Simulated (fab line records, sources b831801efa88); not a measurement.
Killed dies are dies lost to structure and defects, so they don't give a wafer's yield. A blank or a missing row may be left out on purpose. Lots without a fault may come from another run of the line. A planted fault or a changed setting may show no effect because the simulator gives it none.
fab line records | flow sky130
record lots=15 wafers=45 last_day=50
route steps=708 shown FIELD_ISO@17 DNWELL@43 NWELL@65 SONOS_ONO@171
lots that met no fault: from a run of the same line without faults
start_h: hours from the record's first day to the start of the lot's first wafer shown | wait_h: hours since the lot's step before | " the same as in the row above | L1.1+2: a row that stands for several wafers | - no value, or no start given | * or withheld: withheld | < > ~ a bound
route shown NAME@n: a module of which the file shows steps, and the number in the route of the first | usual: mean/standard deviation of fault-free wafers | same: alike in all rows | chamber/n: place in a boat | sites: the reading at each site | _std_site: their standard deviation | _edge_site: outer sites' mean less inner sites' | radius_mm: how far each site lies from the wafer's centre | mask NAME#n: copy n | behind: the tool/chamber that last shaped the wafer | hold: why the lot was held/for how many hours/how that ended | device: the transistor (n, p or np) that didn't switch | end of line: the same wafers' tests at the end of the route | a step without rows: its recipe alone | killed: dies lost to structure and defects at the first sort, not the wafer's yield | map: a wafer's dies, x killed, . not, _ none there
set.NAME: the setting as run; set.NAME@STEP: as run at that earlier step | model.NAME: the simulator's own value behind a step, which no gauge read
steps of the route over a sample of lots; a table a step, a row a wafer
services: from which hour (start_h, from the record's first day; less than 0 if before it) a tool's chamber was out of use, for how many hours, and why
## steps
# step SKY_FIELD_ISO_STRIP_16
# recipe chemistry=O2/N2 power_w=1400 pressure_mtorr=1500 platen_temp_c=withheld o2_flow_sccm=3000 n2_flow_sccm=300 overash_fraction=0.5
# usual chamber_pressure_mTorr=1499.9/1.4 drypump_motor_current_A=5.5/0.41 n2_flow_sccm=300.0/0.97 o2_flow_sccm=2999/8 oes_product_au=0.379/0.0049 strip_time_to_endpoint_s=3.56/0.049
# columns lot.wafer tool chamber start_h wait_h chamber_pressure_mTorr drypump_motor_current_A n2_flow_sccm o2_flow_sccm oes_product_au rf_hours_counter_h strip_time_to_endpoint_s
L100.2 plasma_asher-03 1 28.70 0.0 1499.1 5.1 299.4 3006 0.379 35 3.62
L100.3 " 1 " " 1501.1 5.1 299.4 2995 0.379 - 3.59
L100.5 " 0 " " 1499.6 6.1 300.7 2984 0.378 - 3.60
L101.2 plasma_asher-03 0 33.14 0.0 1499.6 6.1 300.9 3002 0.376 35 3.57
L101.4 " 0 " " 1499.7 6.1 301.2 2990 0.374 - 3.65
L101.5 " 0 " " 1499.7 6.1 301.8 2988 0.380 - 3.58
L102.1 plasma_asher-03 0 40.47 0.0 1501.2 6.1 301.8 2990 0.374 36 3.61
L102.4 " 1 " " 1499.6 5.1 302.0 2992 0.381 - 3.51
L102.5 " 0 " " 1500.6 6.1 301.3 2995 0.384 - 3.56
L105.3 plasma_asher-03 1 54.46 0.1 1500.1 5.1 300.4 2998 0.382 - 3.57
L105.5 " 1 " " 1500.8 5.1 300.4 2999 0.383 - 3.58
L105.6 " 0 " " 1498.9 6.1 299.8 2987 0.383 - 3.58
L109.1 plasma_asher-03 0 77.47 0.0 1500.6 6.1 300.8 3001 0.388 39 3.56
L109.4 " 0 " " 1497.9 6.1 298.5 2995 0.384 - 3.51
L109.5 " 0 " " 1498.8 6.1 300.9 2985 0.377 - 3.59
L110.2 plasma_asher-02 1 83.77 0.1 1496.1 5.8 300.5 3010 0.372 41 3.55
L110.4 " 0 " " 1499.5 5.7 301.0 2999 0.375 - 3.50
L110.5 " 0 " " 1499.5 5.7 300.1 2995 0.381 - 3.49
L111.3 plasma_asher-03 1 87.52 0.1 1497.1 5.1 297.9 2995 0.379 - 3.56
L111.4 " 0 " " 1500.2 6.1 300.6 3008 0.382 - 3.60
L111.5 " 0 " " 1500.1 6.1 298.6 3015 0.384 - 3.51
L112.1 plasma_asher-01 0 91.02 0.0 1500.4 5.7 299.1 3005 0.381 39 3.56
L112.2 " 1 " " 1501.0 4.9 299.6 3016 0.383 39 3.62
L112.4 " 1 " " 1499.2 5.0 299.5 3006 0.377 - 3.57
L113.4 plasma_asher-02 0 98.41 0.1 1500.4 5.7 299.6 2998 0.377 - 3.62
L113.5 " 0 " " 1498.2 5.7 299.3 3002 0.375 - 3.61
L113.6 " 1 " " 1501.5 5.8 299.2 2994 0.371 - 3.65
L114.1 plasma_asher-01 0 102.32 0.0 1503.5 5.7 299.9 2997 0.379 40 3.62
L114.5 " 0 " " 1497.0 5.7 299.2 2990 0.383 - 3.59
L114.6 " 1 " " 1500.8 5.0 300.0 3004 0.377 - 3.64
L115.2 plasma_asher-01 1 106.93 0.0 1498.5 5.0 299.3 3006 0.378 41 3.48
L115.4 " 0 " " 1499.3 5.7 299.7 3015 0.382 - 3.51
L115.5 " 1 " " 1502.0 5.0 299.5 2993 0.370 - 3.49
L116.1 plasma_asher-01 0 111.74 0.0 1499.3 5.7 299.7 2998 0.373 42 3.53
L116.2 " 1 " " 1499.0 5.0 300.5 2998 0.380 42 3.62
L116.6 " 0 " " 1499.3 5.7 299.8 3004 0.372 - 3.59
L117.1 plasma_asher-02 1 117.68 0.0 1500.1 5.7 301.7 2997 0.390 44 3.54
L117.3 " 0 " " 1498.8 5.7 301.0 3006 0.392 - 3.59
L117.5 " 1 " " 1501.9 5.8 300.3 2994 0.376 - 3.55
L120.1 plasma_asher-01 1 144.94 0.0 1499.1 5.0 299.4 2996 0.374 46 3.53
L120.4 " 0 " " 1500.5 5.7 301.2 3002 0.384 - 3.50
L120.5 " 1 " " 1502.0 5.0 299.7 2996 0.369 - 3.51
L123.2 plasma_asher-03 1 151.27 0.0 1499.5 5.1 299.9 3015 0.379 4 3.50
L123.3 " 1 " " 1499.9 5.1 300.8 3008 0.379 - 3.54
L123.5 " 1 " " 1498.9 5.1 299.6 3000 0.377 - 3.53
# step SKY_DNWELL_STRIP_08
# recipe chemistry=O2/N2 power_w=1400 pressure_mtorr=1500 platen_temp_c=withheld o2_flow_sccm=3000 n2_flow_sccm=300 overash_fraction=0.5
# usual chamber_pressure_mTorr=1500.0/1.3 drypump_motor_current_A=5.7/0.44 n2_flow_sccm=300.2/1 o2_flow_sccm=3000/9 oes_product_au=0.723/0.0047 strip_time_to_endpoint_s=37.00/0.092
# columns lot.wafer tool chamber start_h wait_h chamber_pressure_mTorr drypump_motor_current_A n2_flow_sccm o2_flow_sccm oes_product_au rf_hours_counter_h strip_time_to_endpoint_s
L100.2 plasma_asher-02 0 51.30 0.1 1499.5 5.7 300.1 3012 0.726 38 37.08
L100.3 " 1 " " 1497.7 5.8 299.7 2996 0.718 - 37.03
L100.5 " 0 " " 1498.6 5.7 298.7 2997 0.723 - 37.06
L101.2 plasma_asher-02 0 53.70 0.1 1500.7 5.7 300.9 3014 0.723 38 37.07
L101.4 " 1 " " 1498.6 5.8 300.6 2998 0.730 - 37.04
L101.5 " 1 " " 1498.6 5.8 301.1 3009 0.720 - 36.94
L102.1 plasma_asher-01 1 63.41 0.1 1499.0 5.0 300.1 3002 0.725 36 36.97
L102.4 " 1 " " 1501.4 5.0 300.2 2991 0.719 - 36.86
L102.5 " 0 " " 1500.3 5.7 301.0 3012 0.722 - 36.91
L105.3 plasma_asher-02 0 87.10 0.1 1498.6 5.7 300.3 3012 0.718 - 36.98
L105.5 " 0 " " 1498.8 5.7 300.8 3005 0.726 - 37.01
L105.6 " 1 " " 1503.1 5.8 298.6 3003 0.722 - 37.00
L109.1 plasma_asher-04 1 102.32 0.1 1499.4 5.4 301.8 3006 0.724 30 37.10
L109.4 " 1 " " 1500.1 5.4 301.7 2993 0.723 - 36.94
L109.5 " 1 " " 1500.0 5.4 301.2 3005 0.722 - 37.03
L110.2 plasma_asher-01 0 107.36 0.1 1499.3 5.7 299.6 3013 0.724 41 37.12
L110.4 " 1 " " 1498.2 5.0 300.7 2984 0.721 - 37.10
L110.5 " 1 " " 1499.7 4.9 300.7 2985 0.731 - 37.07
L111.3 plasma_asher-02 1 112.34 0.1 1499.3 5.8 299.8 3020 0.729 - 36.91
L111.4 " 0 " " 1500.2 5.7 299.4 2994 0.723 - 37.13
L111.5 " 1 " " 1501.1 5.8 301.8 3009 0.720 - 37.08
L112.1 plasma_asher-02 1 118.31 0.1 1498.5 5.8 299.8 3007 0.719 44 36.96
L112.2 " 0 " " 1498.8 5.7 299.4 3005 0.724 44 36.95
L112.4 " 1 " " 1501.1 5.8 299.1 3009 0.726 - 37.01
L113.4 plasma_asher-04 0 124.04 0.1 1501.1 6.6 298.5 2986 0.724 - 37.13
L113.5 " 0 " " 1497.9 6.6 298.9 2990 0.727 - 37.08
L113.6 " 1 " " 1500.6 5.4 298.9 3008 0.724 - 37.07
L114.1 plasma_asher-01 1 126.17 0.1 1499.1 5.0 300.6 3001 0.727 44 36.99
L114.5 " 1 " " 1499.3 4.9 300.4 2992 0.721 - 36.97
L114.6 " 0 " " 1501.3 5.7 300.1 2995 0.725 - 37.05
L115.2 plasma_asher-04 0 130.36 0.1 1500.2 6.6 301.0 2992 0.711 31 37.13
L115.4 " 1 " " 1501.1 5.4 299.7 3011 0.718 - 37.00
L115.5 " 0 " " 1499.6 6.6 301.8 2986 0.721 - 37.04
L116.1 plasma_asher-02 1 136.32 0.1 1499.2 5.8 298.6 2994 0.720 46 37.10
L116.2 " 0 " " 1500.0 5.7 300.7 3004 0.720 46 37.12
L116.6 " 1 " " 1500.0 5.8 298.1 3006 0.712 - 37.24
L117.1 plasma_asher-02 1 143.06 0.1 1499.1 5.8 300.8 3004 0.726 47 36.80
L117.3 " 0 " " 1502.0 5.7 299.8 2993 0.724 - 36.84
L117.5 " 0 " " 1499.9 5.7 300.3 2998 0.728 - 36.92
L120.1 plasma_asher-02 1 175.50 0.1 1498.6 5.8 300.7 2987 0.728 49 36.78
L120.4 " 0 " " 1501.9 5.7 298.6 3006 0.724 - 36.81
L120.5 " 0 " " 1499.7 5.7 299.1 3008 0.719 - 36.92
L123.2 plasma_asher-04 0 180.85 0.1 1498.9 6.6 302.2 3002 0.721 36 36.83
L123.3 " 1 " " 1500.3 5.3 300.5 2992 0.717 - 36.86
L123.5 " 0 " " 1500.7 6.6 300.3 3001 0.724 - 36.84
# step SKY_NWELL_IMPLANT_12
# recipe species=P energy_kev=120 dose_cm2=1.3e+12 tilt_deg=withheld
# usual beam_energy_keV=120.00/0.035 dose_ions_cm2=1.3e+12/1.4e+09 faraday_current_uA=7.34/0.16
# columns lot.wafer tool chamber start_h wait_h beam_energy_keV dose_ions_cm2 faraday_current_uA
L100.2 implanter-04 0 82.88 0.1 119.98 1.2993e+12 7.30
L100.3 " 0 " " 119.98 1.2993e+12 7.36
L100.5 " 0 " " 120.06 1.3e+12 7.27
L101.2 implanter-03 0 85.01 0.1 119.98 1.2983e+12 7.28
L101.4 " 0 " " 119.93 1.2994e+12 7.39
L101.5 " 0 " " 119.94 1.2996e+12 7.10
L102.1 implanter-03 0 96.20 0.1 120.03 1.2988e+12 7.44
L102.4 " 0 " " 119.95 1.3012e+12 7.18
L102.5 " 0 " " 120.00 1.2994e+12 7.61
L105.3 implanter-02 0 124.20 0.1 119.97 1.3007e+12 7.32
L105.5 " 0 " " 119.98 1.3004e+12 7.61
L105.6 " 0 " " 119.91 1.3012e+12 7.35
L109.1 implanter-03 0 138.19 0.1 119.99 8.156e+11 4.57
L109.4 " 0 " " 119.99 8.151e+11 4.44
L109.5 " 0 " " 120.00 8.147e+11 4.58
L110.2 implanter-02 0 145.01 0.1 120.00 1.3001e+12 7.56
L110.4 " 0 " " 119.99 1.3019e+12 7.40
L110.5 " 0 " " 120.02 1.2996e+12 7.45
L111.3 implanter-03 0 150.34 0.1 120.05 8.16e+11 4.74
L111.4 " 0 " " 120.13 8.152e+11 4.56
L111.5 " 0 " " 120.06 8.16e+11 4.55
L112.1 implanter-03 0 155.99 0.1 119.97 8.162e+11 4.62
L112.2 " 0 " " 120.00 8.175e+11 4.73
L112.4 " 0 " " 120.02 8.132e+11 4.73
L113.4 implanter-02 0 162.17 0.1 120.01 1.2985e+12 7.41
L113.5 " 0 " " 120.01 1.2999e+12 7.43
L113.6 " 0 " " 119.98 1.301e+12 7.44
L114.1 implanter-02 0 165.29 0.1 119.95 1.2976e+12 7.37
L114.5 " 0 " " 120.00 1.3012e+12 7.37
L114.6 " 0 " " 120.00 1.3e+12 7.34
L115.2 implanter-04 0 170.81 0.1 119.99 1.3e+12 7.26
L115.4 " 0 " " 120.02 1.3011e+12 7.34
L115.5 " 0 " " 119.99 1.2994e+12 6.98
L116.1 implanter-04 0 177.35 0.1 120.06 1.3005e+12 7.40
L116.2 " 0 " " 120.03 1.3022e+12 7.26
L116.6 " 0 " " 120.02 1.3004e+12 7.20
L117.1 implanter-04 0 182.24 0.1 120.00 1.2989e+12 7.25
L117.3 " 0 " " 119.99 1.2987e+12 7.42
L117.5 " 0 " " 119.98 1.2985e+12 7.36
L120.1 implanter-02 0 217.40 0.1 119.96 1.3007e+12 7.29
L120.4 " 0 " " 120.02 1.3026e+12 7.36
L120.5 " 0 " " 119.99 1.3014e+12 7.57
L123.2 implanter-02 0 223.42 0.1 120.01 1.2979e+12 7.54
L123.3 " 0 " " 119.93 1.2985e+12 7.42
L123.5 " 0 " " 119.94 1.2991e+12 7.56
# step SKY_NWELL_RS_MEAS_29
# recipe thk_meas_gauge=four-point-probe
# usual NWELL_RS=624.9/1.3
# columns lot.wafer tool chamber start_h wait_h NWELL_RS[ohm/sq]
L100.2 film_metro-03 - 100.79 0.1 625.8
L100.3 " - " " 622.7
L100.5 " - " " 622.9
L101.2 film_metro-03 - 102.75 0.1 625.6
L101.4 " - " " 622.4
L101.5 " - " " 626.2
L102.1 film_metro-03 - 115.41 0.1 622.8
L102.4 " - " " 625.0
L102.5 " - " " 624.2
L105.3 film_metro-04 - 143.80 0.1 624.8
L105.5 " - " " 624.6
L105.6 " - " " 623.9
L109.1 film_metro-03 - 158.15 0.1 636.5
L109.4 " - " " 638.7
L109.5 " - " " 637.8
L110.2 film_metro-04 - 165.63 0.1 626.0
L110.4 " - " " 624.0
L110.5 " - " " 625.2
L111.3 film_metro-04 - 171.64 0.1 640.6
L111.4 " - " " 639.8
L111.5 " - " " 640.5
L112.1 film_metro-04 - 177.51 0.1 640.3
L112.2 " - " " 639.4
L112.4 " - " " 637.8
L113.4 film_metro-03 - 182.57 0.1 624.8
L113.5 " - " " 624.2
L113.6 " - " " 625.0
L114.1 film_metro-03 - 186.51 0.1 627.5
L114.5 " - " " 623.1
L114.6 " - " " 626.5
L115.2 film_metro-02 - 192.03 0.1 622.8
L115.4 " - " " 626.6
L115.5 " - " " 624.8
L116.1 film_metro-04 - 199.26 0.1 622.8
L116.2 " - " " 624.9
L116.6 " - " " 623.9
L117.1 film_metro-04 - 203.90 0.1 625.6
L117.3 " - " " 625.4
L117.5 " - " " 625.7
L120.1 film_metro-02 - 240.60 0.1 623.4
L120.4 " - " " 625.1
L120.5 " - " " 624.8
L123.2 film_metro-03 - 245.74 0.1 624.6
L123.3 " - " " 625.4
L123.5 " - " " 624.4
# step SKY_SONOS_ONO_THK_MEAS_03
# recipe reads=Si3N4_of_SONOS_ONO_CVD_02
# usual SONOS_ONO_CVD_02_THK=10.52/0.16
# columns lot.wafer tool chamber start_h wait_h SONOS_ONO_CVD_02_THK[nm]
L100.2 film_metro-01 - 246.21 0.0 10.25
L100.3 " - " " 10.25
L100.5 " - " " 10.29
L101.2 film_metro-04 - 247.56 0.0 10.48
L101.4 " - " " 10.41
L101.5 " - " " 10.46
L102.1 film_metro-01 - 263.37 0.0 10.27
L102.4 " - " " 10.11
L102.5 " - " " 10.18
L105.3 film_metro-03 - 303.19 0.0 10.68
L105.5 " - " " 10.67
L105.6 " - " " 10.52
L109.1 film_metro-04 - 321.20 0.0 10.42
L109.4 " - " " 10.33
L109.5 " - " " 10.41
L110.2 film_metro-03 - 332.32 0.0 10.48
L110.4 " - " " 10.48
L110.5 " - " " 10.56
L111.3 film_metro-04 - 337.89 0.0 10.52
L111.4 " - " " 10.38
L111.5 " - " " 10.31
L112.1 film_metro-03 - 345.56 0.0 10.69
L112.2 " - " " 10.58
L112.4 " - " " 10.58
L113.4 film_metro-04 - 351.83 0.0 10.61
L113.5 " - " " 10.49
L113.6 " - " " 10.58
L114.1 film_metro-01 - 360.35 0.0 10.57
L114.5 " - " " 10.54
L114.6 " - " " 10.60
L115.2 film_metro-03 - 362.08 0.0 10.50
L115.4 " - " " 10.48
L115.5 " - " " 10.51
L116.1 film_metro-01 - 376.41 0.0 10.79
L116.2 " - " " 10.72
L116.6 " - " " 10.89
L117.1 film_metro-01 - 383.17 0.0 10.31
L117.3 " - " " 10.39
L117.5 " - " " 10.28
L120.1 film_metro-03 - 432.87 0.0 10.66
L120.4 " - " " 10.64
L120.5 " - " " 10.47
L123.2 film_metro-01 - 437.15 0.0 10.48
L123.3 " - " " 10.38
L123.5 " - " " 10.44
## services
# columns tool chamber start_h hours kind
plasma_asher-01 - 26.63 5.6 repair
plasma_asher-03 - 29.00 1.6 repair
implanter-04 - 54.55 4.8 repair
implanter-03 - 59.98 2.8 repair
plasma_asher-04 - 64.67 1.0 repair
implanter-03 - 90.64 4.1 pm
plasma_asher-02 - 94.04 2.8 pm
plasma_asher-04 - 108.21 15.2 pm
plasma_asher-03 - 108.75 9.0 pm
plasma_asher-03 0 108.75 9.0 vent_cycle
plasma_asher-03 1 108.75 9.0 vent_cycle
plasma_asher-03 - 110.15 2.1 repair
plasma_asher-03 0 117.75 - clean
plasma_asher-03 1 117.75 - clean
plasma_asher-03 - 125.23 1.4 repair
plasma_asher-02 - 143.26 14.6 pm
plasma_asher-04 - 160.43 8.6 repair
implanter-04 - 163.33 6.6 repair
implanter-03 - 170.32 3.3 repair
implanter-02 - 187.09 4.0 repair
plasma_asher-03 - 213.92 7.7 repair
plasma_asher-03 - 221.58 14.6 pm
## key
first_sign step=SKY_NWELL_IMPLANT_12 reading=dose_ions_cm2 direction=down sigmas=99+ usual=* struck=*
effect step=SKY_NWELL_IMPLANT_12 reading=faraday_current_uA direction=down sigmas=18 usual=7.34 struck=4.61
effect step=SKY_NWELL_RS_MEAS_29 reading=NWELL_RS direction=up sigmas=11 usual=624.9 struck=639.0
met_at SKY_NWELL_IMPLANT_12
struck_lots L109,L111,L112
sort_left_out L111.3,L111.4,L111.5
tester_left_out L109,L111,L112
not_acting_at SKY_FIELD_ISO_STRIP_16,SKY_DNWELL_STRIP_08,SKY_SONOS_ONO_THK_MEAS_03
onset_between 96.20 138.19
fault kind=process_parameter_drift tool=implanter-03 chamber=- onset_h=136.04 steps=SKY_NWELL_IMPLANT_12 channel=dose_cm2 offset=* shape=step end_h=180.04 acts_in=* stated=*
# tester_left_out: of these lots the tester's yield and bins aren't shown, on N5 and GAA mostly nor the transistor test; their killed dies are dies lost to structure and defects alone, not to doping, threshold or leakage, so they don't give the yield
# sort_left_out: the simulated sort isn't trusted on such a fault, so these wafers' sort isn't shown, and their yield isn't known
